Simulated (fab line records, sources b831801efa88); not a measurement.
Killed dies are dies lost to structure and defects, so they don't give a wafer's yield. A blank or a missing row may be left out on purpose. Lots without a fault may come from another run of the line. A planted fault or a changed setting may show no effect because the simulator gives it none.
Split-lot experiment | flow sfq_line | 5 lots, 23 wafers read, on a route of 325 steps

THE SPLIT
At SFQ_TRILAYER_I5_LITHO_EXPOSE_145 (exposes mask I5, target cd 700 nm), the setting dose_mj was moved away from the recipe's 21.3 on 11 of the 23 wafers read, by +2.6% to +5.3%. The other wafers ran this setting at the recipe's value.

The file shows no step between the split and the reading.

THE READING
I5.cd_nm (the simulator's own value, which no gauge read), in nm, at SFQ_TRILAYER_I5_BARC_OPEN_VIA_ETCH_200 (etches BARC in O2, target depth 125 nm, time 41.7 s). The file gives no usual value for it. The 12 wafers here that ran the recipe average 699.8 nm, standard deviation 1.1 nm.

wafer  | tool, chamber at the split | dose_mj as run | against the recipe | I5.cd_nm, nm | against lot-mates on the recipe
L075.1 | krf_scanner-01, 0          | 22.25          | +4.5%              | 706.4        | +7.9
L075.3 | krf_scanner-01, 0          | 22.25          | +4.5%              | 705.5        | +7.0
L075.4 | krf_scanner-01, 0          | 22.25          | +4.5%              | 707.5        | +9.0
L075.5 | krf_scanner-01, 0          | 21.3           | recipe             | 698.3        | -
L075.6 | krf_scanner-01, 0          | 21.3           | recipe             | 698.8        | -
L077.1 | krf_scanner-01, 0          | 21.3           | recipe             | 698.6        | -
L077.2 | krf_scanner-01, 0          | 21.3           | recipe             | 699.4        | -
L077.3 | krf_scanner-01, 0          | 22.42          | +5.3%              | 707.9        | +8.9
L077.4 | krf_scanner-01, 0          | 22.42          | +5.3%              | 706.6        | +7.6
L077.5 | krf_scanner-01, 0          | 22.42          | +5.3%              | 707.5        | +8.5
L078.1 | krf_scanner-02, 0          | 21.3           | recipe             | 700.1        | -
L078.3 | krf_scanner-02, 0          | 21.86          | +2.6%              | 703.2        | +2.9
L078.4 | krf_scanner-02, 0          | 21.3           | recipe             | 701.2        | -
L078.5 | krf_scanner-02, 0          | 21.3           | recipe             | 699.5        | -
L078.6 | krf_scanner-02, 0          | 21.86          | +2.6%              | 704.5        | +4.2
L079.1 | krf_scanner-02, 0          | 21.92          | +2.9%              | 704.8        | +3.2
L079.2 | krf_scanner-02, 0          | 21.92          | +2.9%              | 705.2        | +3.7
L079.3 | krf_scanner-02, 0          | 21.3           | recipe             | 701.2        | -
L079.4 | krf_scanner-02, 0          | 21.92          | +2.9%              | 705          | +3.5
L079.5 | krf_scanner-02, 0          | 21.3           | recipe             | 701.9        | -
L082.1 | krf_scanner-01, 0          | 21.3           | recipe             | 699.9        | -
L082.2 | krf_scanner-01, 0          | 21.3           | recipe             | 699.8        | -
L082.4 | krf_scanner-01, 0          | 21.3           | recipe             | 699.4        | -

THE FIT
A straight line over all 23 wafers: I5.cd_nm changes by +1.48 nm for each +1% of dose_mj; r = +0.96; the points scatter about the line by 0.97 nm.
The same after taking each lot's own level away (the mean of its wafers on the recipe; 23 wafers): +1.61 nm for each +1%; r = +0.98; scatter 0.78 nm.
On that fit, the largest move of dose_mj shifts the reading by 8.4 nm.
The lots' own levels span 698.55 to 701.55 nm, that is 2.8 times the standard deviation above.
So the lot-to-lot level changes the slope little: the two slopes agree.
Check: with one of the wafers moved furthest among these (+5.3%) left out of the fit, the line predicts +8.2 nm for it against its lot-mates. It came out at +8.9 nm against them.

OTHER SPLITS ON THESE WAFERS
These wafers also went through other splits before the reading. Each is held against what the fit with the lots' levels taken away leaves over:
other split on the same wafers           | wafers away from the commonest value | r with I5.cd_nm (lot level and that fit taken away)
SFQ_TRILAYER_R5_LITHO_PEB_139 peb_temp_c | 7                                    | +0.20

THE FILE'S OWN FIT
I5.cd_nm changes by +1.57 nm for each +1% of dose_mj, r = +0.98.
